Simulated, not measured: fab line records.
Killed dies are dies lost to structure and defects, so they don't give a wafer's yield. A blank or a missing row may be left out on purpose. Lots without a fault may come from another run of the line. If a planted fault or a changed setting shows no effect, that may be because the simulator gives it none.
fab line records	flow sky130
record: lots: 12	wafers: 36	lastDay: 50
route steps=708 shown VIA2@521 VIA3@575 METAL4@600 PAD_OPEN@708
lots that met no fault: taken from a fault-free run of the same line
startH: start of the lot's first displayed wafer, in hours after the record's first day	waitH: how many hours have passed since the lot's step before this one	" unchanged from the row above	L1.1+2: several wafers, shown together as one row	- no value, or no start was given	* or withheld: withheld	< > ~ a bound
route shown NAME@n: names a module that has steps shown in the file, with the first one's number in the route	usual: mean/standard deviation taken from wafers without a fault	same: alike in all rows	chamber/n: place in a boat	sites: readings site by site	_std_site: how widely they spread, as a standard deviation	_edge_site: the outer-site mean with the inner-site mean subtracted	radiusMm: how far each site lies from the wafer's centre	mask NAME#n: copy n	behind: tool/chamber where the wafer was last shaped	hold: why the lot was held/for how many hours/how that ended	device: the transistor (n, p or np) that didn't switch	end of line: at the end of the route, the tests of the same wafers	for a step that has no rows: nothing shown but its recipe	killed: dies that structure and defects cost at the first sort, which is not the same as the wafer's yield	map: the dies of a wafer, with x for killed, . for not killed, _ for no die there
set.NAME: the setting the step ran with; set.NAME@STEP: the setting that earlier step ran with	model.NAME: the simulator's own value behind a step, which no gauge read
route steps across a sampled set of lots; one table per step, one row per wafer
services: the hour from which a tool's chamber was out of use, counted from the record's first day as startH (under 0 if before that day), plus the number of hours and why
== steps ==
step: SKY_VIA2_ETCH_14
recipe: chemistry: N2/H2	target: BARC	ionEnergyEv: 200	sourceW: 500	biasW: 100	pressureMtorr: 30	n2FlowSccm: 100	h2FlowSccm: 200	stopOn: SiO2	timeS: 45.9	targetDepthA: 600
usual: drypumpMotorCurrentA: 6.1/0.33	oesProductAu: 0.855/0.0046	throttleValvePct: 13.226/0.0091
lot.wafer	tool	chamber	startH	waitH	drypumpMotorCurrentA	oesProductAu	rfHoursCounterH	throttleValvePct
L873.1	rieDiel-04	1	840.32	0.0	5.7	0.859	15	13.241
L873.2	"	2	"	"	6.4	0.864	8	13.202
L873.5	"	2	"	"	6.4	0.858	-	13.238
L874.1	rieDiel-03	3	860.41	0.0	6.4	0.855	16	13.221
L874.2	"	0	"	"	5.9	0.854	15	13.206
L874.3	"	2	"	"	6.3	0.854	13	13.227
L877.1	rieDiel-04	0	893.11	0.0	5.6	0.866	3	13.236
L877.3	"	3	"	"	6.5	0.853	4	13.232
L877.4	"	3	"	"	6.6	0.847	-	13.218
L880.1	rieDiel-02	3	908.77	0.0	6.4	0.850	2	13.228
L880.3	"	0	"	"	5.6	0.858	22	13.233
L880.6	"	0	"	"	5.6	0.857	-	13.231
L882.3	rieDiel-02	0	927.31	0.0	5.6	0.853	22	13.218
L882.4	"	2	"	"	6.4	0.849	15	13.239
L882.6	"	2	"	"	6.3	0.847	-	13.227
L885.1	rieDiel-04	3	944.26	0.0	6.5	0.843	6	13.229
L885.2	"	0	"	"	5.6	0.851	4	13.222
L885.6	"	2	"	"	6.4	0.854	-	13.227
L886.1	rieDiel-03	1	950.26	0.0	6.3	0.852	29	13.219
L886.2	"	0	"	"	5.9	0.854	18	13.211
L886.6	"	1	"	"	6.2	0.852	-	13.240
L887.1	rieDiel-03	3	957.47	0.0	6.3	0.848	20	13.234
L887.2	"	0	"	"	5.8	0.859	18	13.221
L887.5	"	1	"	"	6.2	0.854	-	13.229
L892.2	rieDiel-03	0	980.67	0.0	5.9	0.854	19	13.225
L892.3	"	2	"	"	6.3	0.855	17	13.237
L892.6	"	3	"	"	6.3	0.862	-	13.227
L894.2	rieDiel-03	3	991.56	0.0	6.4	0.856	21	13.229
L894.3	"	2	"	"	6.3	0.859	17	13.231
L894.6	"	2	"	"	6.3	0.859	-	13.219
L895.1	rieDiel-02	1	998.37	0.0	6.1	0.846	22	13.217
L895.3	"	2	"	"	6.3	0.857	17	13.247
L895.5	"	1	"	"	6.1	0.854	-	13.227
L896.2	rieDiel-02	0	1017.72	0.0	5.6	0.858	0	13.217
L896.3	"	2	"	"	6.3	0.864	18	13.217
L896.5	"	2	"	"	6.3	0.860	-	13.240
step: SKY_VIA3_CMP_02
recipe: material: SiO2	downForcePsi: 4	platenRpm: 60	padVelocityMS: 0.94248
usual: motorCurrentA: 12.1/1
lot.wafer	tool	chamber	startH	waitH	motorCurrentA
L873.1	cmp-02	3	896.38	0.5	12.8
L873.2	"	0	"	"	12.2
L873.5	"	2	"	"	12.5
L874.1	cmp-01	3	914.24	0.1	10.7
L874.3	"	0	"	"	13.3
L874.2	"	1	"	"	11.0
L877.1	cmp-02	0	945.76	0.1	12.0
L877.4	"	1	"	"	12.9
L877.3	"	3	"	"	11.8
L880.3	cmp-02	0	959.85	0.1	12.0
L880.1	"	1	"	"	13.4
L880.6	"	0	"	"	12.3
L882.3	cmp-02	2	978.80	0.1	12.8
L882.4	"	3	"	"	12.5
L882.6	"	1	"	"	13.5
L885.1	cmp-02	2	995.26	0.1	13.7
L885.2	"	0	"	"	12.3
L885.6	"	3	"	"	12.4
L886.1	cmp-01	1	1000.50	0.1	10.9
L886.2	"	0	"	"	13.3
L886.6	"	1	"	"	10.3
L887.1	cmp-01	1	1006.53	0.1	10.7
L887.2	"	0	"	"	14.0
L887.5	"	1	"	"	11.1
L892.2	cmp-01	1	1030.50	0.0	10.5
L892.3	"	0	"	"	13.0
L892.6	"	1	"	"	10.5
L894.3	cmp-01	3	1040.89	0.1	11.1
L894.2	"	0	"	"	13.5
L894.6	"	0	"	"	13.4
L895.1	cmp-02	1	1047.90	0.2	13.5
L895.3	"	2	"	"	12.8
L895.5	"	0	"	"	12.4
L896.2	cmp-02	2	1065.77	0.0	13.5
L896.3	"	0	"	"	11.5
L896.5	"	3	"	"	12.1
step: SKY_VIA3_SOFTBAKE_08
recipe: tempC: 100	timeS: 90	resist: KrF-thick
usual: heaterPowerTotalW: 57.34/0.12	plateTempC: 99.97/0.14	runLengthS: 119.12/0.16
lot.wafer	tool	chamber	startH	waitH	heaterPowerTotalW	plateTempC	runLengthS
L873.1	lithoTrack-04	0	908	-	57.44	99.65	119.31
L873.2	"	0	"	"	57.27	99.75	119.50
L873.5	"	0	"	"	57.43	99.92	119.18
L874.1	lithoTrack-03	0	925	-	57.33	99.82	118.84
L874.2	"	0	"	"	57.27	100.02	119.18
L874.3	"	0	"	"	57.48	99.96	118.96
L877.1	lithoTrack-03	0	957	-	57.16	99.82	118.88
L877.3	"	0	"	"	57.54	100.17	118.90
L877.4	"	0	"	"	58.94	-	112.75
L880.1	lithoTrack-04	0	972	-	57.29	99.70	119.59
L880.3	"	0	"	"	57.15	99.59	119.48
L880.6	"	0	"	"	57.32	99.81	119.32
L882.3	lithoTrack-03	0	992	-	57.24	100.18	118.85
L882.4	"	0	"	"	58.77	-	112.42
L882.6	"	0	"	"	57.45	99.88	119.09
L885.1	lithoTrack-01	0	1006	-	57.25	99.93	119.20
L885.2	"	0	"	"	57.23	99.78	119.43
L885.6	"	0	"	"	57.34	99.63	119.06
L886.1	lithoTrack-01	0	1012	-	57.21	99.99	119.11
L886.2	"	0	"	"	57.35	100.26	119.12
L886.6	"	0	"	"	57.37	100.11	119.23
L887.1	lithoTrack-04	0	1019	-	57.43	100.03	119.32
L887.2	"	0	"	"	57.26	99.90	119.36
L887.5	"	0	"	"	57.27	100.02	119.25
L892.2	lithoTrack-03	0	1042	-	57.37	99.95	119.04
L892.3	"	0	"	"	57.32	99.79	119.18
L892.6	"	0	"	"	57.24	99.79	118.83
L894.2	lithoTrack-03	0	1051	-	57.23	99.97	118.93
L894.3	"	0	"	"	57.49	100.16	118.86
L894.6	"	0	"	"	57.31	100.12	118.88
L895.1	lithoTrack-03	0	1059	-	57.43	99.86	119.11
L895.3	"	0	"	"	57.26	100.07	119.26
L895.5	"	0	"	"	57.26	99.91	118.87
L896.2	lithoTrack-03	0	1075	-	57.45	100.12	118.93
L896.3	"	0	"	"	57.35	100.18	119.15
L896.5	"	0	"	"	57.13	99.94	119.11
step: SKY_METAL4_SPUTTER_02
recipe: material: AlCu	targetThkNm: 735	powerW: 10600	timeS: 39.1	chamberPressurePa: 0.4
usual: throttleValvePct: 30.1/1
lot.wafer	tool	chamber	startH	waitH	throttleValvePct
L873.1	pvdSputter-01	-	923.47	0.0	30.4
L873.2	"	-	"	"	29.7
L873.5	"	-	"	"	31.4
L874.1	pvdSputter-02	-	940.76	0.0	30.3
L874.2	"	-	"	"	31.6
L874.3	"	-	"	"	29.8
L877.1	pvdSputter-03	-	971.15	0.0	31.6
L877.3	"	-	"	"	28.6
L877.4	"	-	"	"	30.9
L880.1	pvdSputter-01	-	984.40	0.0	31.1
L880.3	"	-	"	"	30.5
L880.6	"	-	"	"	29.5
L882.3	pvdSputter-01	-	1003.80	0.0	31.4
L882.4	"	-	"	"	28.4
L882.6	"	-	"	"	31.2
L885.1	pvdSputter-03	-	1020.13	0.0	29.6
L885.2	"	-	"	"	28.4
L885.6	"	-	"	"	28.0
L886.1	pvdSputter-02	-	1026.20	0.0	30.1
L886.2	"	-	"	"	29.7
L886.6	"	-	"	"	29.7
L887.1	pvdSputter-02	-	1031.25	0.0	29.9
L887.2	"	-	"	"	29.8
L887.5	"	-	"	"	30.1
L892.2	pvdSputter-02	-	1054.27	0.0	29.7
L892.3	"	-	"	"	30.2
L892.6	"	-	"	"	29.8
L894.2	pvdSputter-01	-	1064.65	0.0	30.3
L894.3	"	-	"	"	29.8
L894.6	"	-	"	"	30.5
L895.1	pvdSputter-03	-	1071.16	0.0	31.2
L895.3	"	-	"	"	29.8
L895.5	"	-	"	"	30.9
L896.2	pvdSputter-01	-	1088.88	0.0	31.5
L896.3	"	-	"	"	30.0
L896.5	"	-	"	"	28.3
step: SKY_PAD_OPEN_PROBE_99
usual: defectLimitedYield: 82.5/1.9	killed_at_M0_to_M3: 43/6.8	killed_at_M4_up: 3.2/1.8	killedAtContacts: 24/6.2	killedAtFrontEnd: 15/4.7	killedAtOther: 0.4/0.63	killedDies: 86/9.6	killedOpen: 47/6.9	killedShort: 39/6.3	sort_bin_3_pad_short: 0.9/0.46	sort_bin_5_function: 10.5/1.5	sort_bin_6_memory: 6.1/1.1	sortNPass: 406/9.6	sortYieldPct: 82.5/1.9
same: grossDies: 492	killedAtBackSide: 0	sort_bin_4_leakage[%]: 0	sort_bin_8_speed[%]: 0
lot.wafer	tool	chamber	startH	waitH	defectLimitedYield[%]	killed_at_M0_to_M3	killed_at_M4_up	killedAtContacts	killedAtFrontEnd	killedAtOther	killedDies	killedOpen	killedShort	sort_bin_3_pad_short[%]	sort_bin_5_function[%]	sort_bin_6_memory[%]	sortNPass	sortYieldPct[%]
L873.1	prober-01	-	1069.62	0.1	82.9	42	1	17	22	2	84	41	43	1.0	12.2	3.9	408	82.9
L873.2	prober-01	-	1069.67	0.1	84.3	41	3	21	12	0	77	42	35	1.0	11.0	3.7	415	84.3
L873.5	prober-01	-	1069.82	0.2	82.9	42	3	19	20	0	84	47	37	0	10.8	6.3	408	82.9
L874.1	prober-02	-	1080.48	0.1	82.5	41	2	27	16	0	86	51	34	1.0	10.4	6.1	406	82.5
L874.2	prober-02	-	1080.53	0.1	79.9	51	4	22	22	0	99	58	41	0.8	14.0	5.3	393	79.9
L874.3	prober-02	-	1080.58	0.2	82.7	39	1	27	18	0	85	50	34	0.8	11.2	5.3	407	82.7
L886.1	prober-02	-	1156.86	0.1	81.1	51	3	22	17	0	93	49	44	1.0	12.4	5.5	399	81.1
L886.2	prober-02	-	1156.91	0.1	84.1	47	4	21	6	0	78	46	32	1.6	7.5	6.7	414	84.1
L886.6	prober-02	-	1157.11	0.2	84.1	34	5	17	21	1	78	44	34	1.0	10.0	4.9	414	84.1
L892.2	prober-02	-	1178.13	0.1	81.1	46	4	30	13	0	93	56	37	0.2	12.6	6.1	399	81.1
L892.3	prober-02	-	1178.18	0.2	79.1	54	2	20	26	1	103	60	43	0.8	12.4	7.7	389	79.1
L892.6	prober-02	-	1178.33	0.2	83.1	42	2	19	20	0	83	48	35	0.4	10.4	6.1	409	83.1
L894.2	prober-02	-	1185.06	0.1	81.5	43	3	29	15	1	91	40	51	1.2	10.8	6.5	401	81.5
L894.3	prober-02	-	1185.11	0.2	79.1	60	5	28	10	0	103	64	39	1.0	12.2	7.7	389	79.1
L894.6	prober-02	-	1185.26	0.2	83.3	42	5	24	11	0	82	42	40	0.2	10.8	5.7	410	83.3
killed by level:class
L873.1 VIA1:geometricParticle:open=11 METAL1:geometricParticle:short=9 FIELD_ISO:geometricParticle:short=7 LI_CONTACT:geometricParticle:open=6 VIA2:geometricParticle:open=6 CONTACT:geometricParticle:open=5 POLY_GATE:geometricParticle:open=4 VIA1:geometricParticle:short=4
L873.2 VIA2:geometricParticle:open=10 VIA3:geometricParticle:open=8 CONTACT:geometricParticle:short=7 LI_CONTACT:geometricParticle:open=6 CONTACT:geometricParticle:open=6 METAL1:geometricParticle:short=6 FIELD_ISO:geometricParticle:short=4 VIA1:geometricParticle:short=4
L873.5 VIA3:geometricParticle:open=10 VIA1:geometricParticle:open=8 FIELD_ISO:geometricParticle:short=7 CONTACT:geometricParticle:open=7 VIA2:geometricParticle:open=7 POLY_GATE:geometricParticle:open=6 LI_CONTACT:geometricParticle:short=5 POLY_GATE:geometricParticle:short=4
L874.1 LI_CONTACT:geometricParticle:open=11 CONTACT:geometricParticle:open=10 METAL1:geometricParticle:short=8 VIA1:geometricParticle:open=8 VIA2:geometricParticle:open=8 FIELD_ISO:geometricParticle:open=4 FIELD_ISO:geometricParticle:short=4 VIA1:geometricParticle:short=4
L874.2 VIA1:geometricParticle:open=17 LI_CONTACT:geometricParticle:open=11 VIA1:geometricParticle:short=9 METAL2:geometricParticle:short=7 FIELD_ISO:geometricParticle:short=6 CONTACT:geometricParticle:open=6 VIA2:geometricParticle:open=6 POLY_GATE:geometricParticle:open=5
L874.3 CONTACT:geometricParticle:open=14 VIA1:geometricParticle:open=11 POLY_GATE:geometricParticle:open=5 LI_CONTACT:geometricParticle:open=5 VIA1:geometricParticle:short=5 VIA2:geometricParticle:open=5 METAL2:geometricParticle:short=5 FIELD_ISO:geometricParticle:short=4
L886.1 VIA1:geometricParticle:open=13 METAL2:geometricParticle:short=8 CONTACT:geometricParticle:open=8 LI_CONTACT:geometricParticle:open=7 VIA1:geometricParticle:short=7 POLY_GATE:geometricParticle:short=6 VIA3:geometricParticle:open=6 VIA2:geometricParticle:open=4
L886.2 VIA1:geometricParticle:open=10 LI_CONTACT:geometricParticle:open=7 CONTACT:geometricParticle:open=7 METAL1:geometricParticle:short=7 VIA3:geometricParticle:open=7 VIA2:geometricParticle:open=6 METAL2:geometricParticle:short=5 CONTACT:geometricParticle:short=4
L886.6 VIA1:geometricParticle:open=7 CONTACT:geometricParticle:open=6 VIA3:geometricParticle:open=6 FIELD_ISO:geometricParticle:open=5 POLY_GATE:geometricParticle:open=5 METAL2:geometricParticle:short=5 FIELD_ISO:geometricParticle:short=4 POLY_GATE:geometricParticle:short=4
L892.2 VIA1:geometricParticle:open=12 CONTACT:geometricParticle:open=11 LI_CONTACT:geometricParticle:open=9 VIA2:geometricParticle:open=7 VIA1:geometricParticle:short=7 CONTACT:geometricParticle:short=5 METAL1:geometricParticle:short=4 VIA3:geometricParticle:open=4
L892.3 VIA1:geometricParticle:open=13 LI_CONTACT:geometricParticle:open=10 VIA2:geometricParticle:open=9 FIELD_ISO:geometricParticle:open=7 POLY_GATE:geometricParticle:short=7 POLY_GATE:geometricParticle:open=6 METAL1:geometricParticle:short=6 METAL3:geometricParticle:short=6
L892.6 FIELD_ISO:geometricParticle:open=8 VIA1:geometricParticle:open=8 VIA2:geometricParticle:open=8 LI_CONTACT:geometricParticle:open=7 CONTACT:geometricParticle:open=6 VIA1:geometricParticle:short=6 METAL1:geometricParticle:short=5 POLY_GATE:geometricParticle:short=4
L894.2 CONTACT:geometricParticle:open=12 CONTACT:geometricParticle:short=8 METAL1:geometricParticle:short=8 METAL2:geometricParticle:short=8 FIELD_ISO:geometricParticle:short=5 VIA2:geometricParticle:open=5 POLY_GATE:geometricParticle:open=5 VIA3:geometricParticle:open=5
L894.3 VIA1:geometricParticle:open=13 CONTACT:geometricParticle:open=11 VIA3:geometricParticle:open=11 LI_CONTACT:geometricParticle:open=9 VIA2:geometricParticle:open=9 METAL1:geometricParticle:short=7 VIA3:geometricParticle:short=6 METAL2:geometricParticle:short=4
L894.6 VIA1:geometricParticle:open=9 CONTACT:geometricParticle:open=7 METAL2:geometricParticle:short=7 VIA2:geometricParticle:open=7 LOCAL_INTERCONNECT:geometricParticle:short=6 CONTACT:geometricParticle:short=5 VIA3:geometricParticle:open=4 LI_CONTACT:geometricParticle:open=4
== services ==
tool	chamber	startH	hours	kind
cmp-02	-	822.07	1.0	repair
pvdSputter-01	-	831.39	9.1	repair
pvdSputter-01	-	837.31	6.6	repair
rieDiel-03	1	852.17	34.2	repair
pvdSputter-01	-	854.90	13.0	repair
rieDiel-02	2	867.48	40.0	repair
rieDiel-03	2	873.53	7.4	repair
cmp-01	-	892.20	5.7	pm
cmp-02	-	903.60	1.4	repair
rieDiel-03	2	911.60	10.3	repair
cmp-02	-	912.00	4.0	pm
cmp-02	-	932.93	0.9	repair
rieDiel-02	0	939.08	9.1	repair
cmp-01	-	939.52	1.2	repair
cmp-01	-	957.95	0.5	repair
rieDiel-03	0	961.50	7.7	repair
cmp-02	-	970.11	0.4	repair
cmp-01	-	974.76	4.7	pm
cmp-01	-	982.68	4.8	repair
cmp-02	-	1002.70	7.7	pm
rieDiel-03	0	1008.67	14.2	repair
cmp-01	-	1021.69	1.3	repair
cmp-01	-	1023.76	2.2	repair
rieDiel-03	-	1061.22	14.6	pm
== key ==
firstSign: step: SKY_VIA3_SOFTBAKE_08	reading: runLengthS	direction: down	sigmas: 41	usual: *	struck: *
effect: step: SKY_VIA3_SOFTBAKE_08	reading: heaterPowerTotalW	direction: up	sigmas: 13	usual: *	struck: *
metAt SKY_VIA3_SOFTBAKE_08
struckLots L877,L882
struckWafers L877.4,L882.4
notActingAt SKY_VIA2_ETCH_14,SKY_VIA3_CMP_02,SKY_METAL4_SPUTTER_02
onsetBetween 925 957
fault: kind: processParameterDrift	tool: lithoTrack-03	chamber: -	onsetH: 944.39	steps: SKY_VIA3_SOFTBAKE_08	channel: timeS	offset: *	shape: step	endH: 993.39	scope: struckWafersOnly	actsIn: *	stated: *
